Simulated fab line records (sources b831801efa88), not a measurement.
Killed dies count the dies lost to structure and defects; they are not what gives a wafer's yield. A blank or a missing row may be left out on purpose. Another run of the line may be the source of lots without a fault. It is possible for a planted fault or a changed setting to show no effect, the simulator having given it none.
Code-filled problem report in 8D (eight disciplines) form + flow gf180mcu + the parts of the form that need people (team, actions taken, sign-off) are left out

## 1. THE PROBLEM
Wafers without a fault read 59.997, standard deviation 0.016; beamEnergyKeV at GF_LVPWELL_IMPLANT_09 reads a mean of 55.188 on 6 wafers belonging to 2 lots. That is -99 or more standard deviations from the usual mean.
The first sign was on wafer L836.1 at day 6 04:26, on implanter-04. The record has a number at this step for 42 wafers belonging to 14 lots. Rule for "out" (also "out of limits"): further than 4 standard deviations from the usual mean. All remaining wafers that have a number are taken as sound.

## 2. WHAT IT IS, AND WHAT IT ISN'T
| question                    | is                     | is not                                                                                                              |
|-----------------------------|------------------------|---------------------------------------------------------------------------------------------------------------------|
| which readings at this step | beamEnergyKeV          | -                                                                                                                   |
| which lots                  | L836, L837             | L827, L828, L829, L838, L840, L841, L844, L846, L847, L848, L849, L850                                              |
| which wafers of those lots  | all that have a number | -                                                                                                                   |
| read on which tools         | implanter-04           | implanter-01, implanter-02                                                                                          |
| when                        | from day 6 04:26       | up to then (9 sound wafers); but 27 sound wafers of L838, L840, L841, L844, L846, L847, L848, L849, L850 came after |

## 3. SUSPECTS, AND WHAT RULES EACH OUT
Counting: a tool at any process step up to the reading remains a suspect when it ran all the lots that are out and ran no sound lot after the first of those.
- implanter-04 at GF_LVPWELL_IMPLANT_09: ruled out as a lasting fault. After its first lot that is out, L836 (day 6 04:26), sound lots L850 ran on it.
Left after counting: nothing in the record.

## 4. THE CAUSE (what the simulator had put in)
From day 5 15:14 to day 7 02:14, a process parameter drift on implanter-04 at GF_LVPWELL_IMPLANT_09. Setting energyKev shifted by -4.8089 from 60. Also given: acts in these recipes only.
Counting ruled it out, wrongly.

## 5. SEQUENCE OF EFFECTS, ordered by route
Rows list readings where the struck wafers' mean (over those with a number) sits beyond 3 standard deviations from the usual. Scope: only readings with a usual standard deviation given in the record; hours: median across lots of the time from each lot's start at the first step in this table that gives one to its start at this step; sigmas: change in usual standard deviations.
| hours | step                  | reading       | usual  | on struck wafers | change | sigmas      |
|-------|-----------------------|---------------|--------|------------------|--------|-------------|
| 0     | GF_LVPWELL_IMPLANT_09 | beamEnergyKeV | 59.997 | 55.188           | -4.809 | -99 or more |
Its process steps:
- GF_LVPWELL_IMPLANT_09
At these later measuring or inspecting steps, every struck wafer for which the step has a row has a number for every such reading, and none has moved that far: GF_PSD_CD_MEAS_07.

## 6. HOW IT WOULD HAVE BEEN CAUGHT EARLIER
First out-of-limits reading in this record: day 6 04:26, which is 13 hours after fault onset at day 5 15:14.
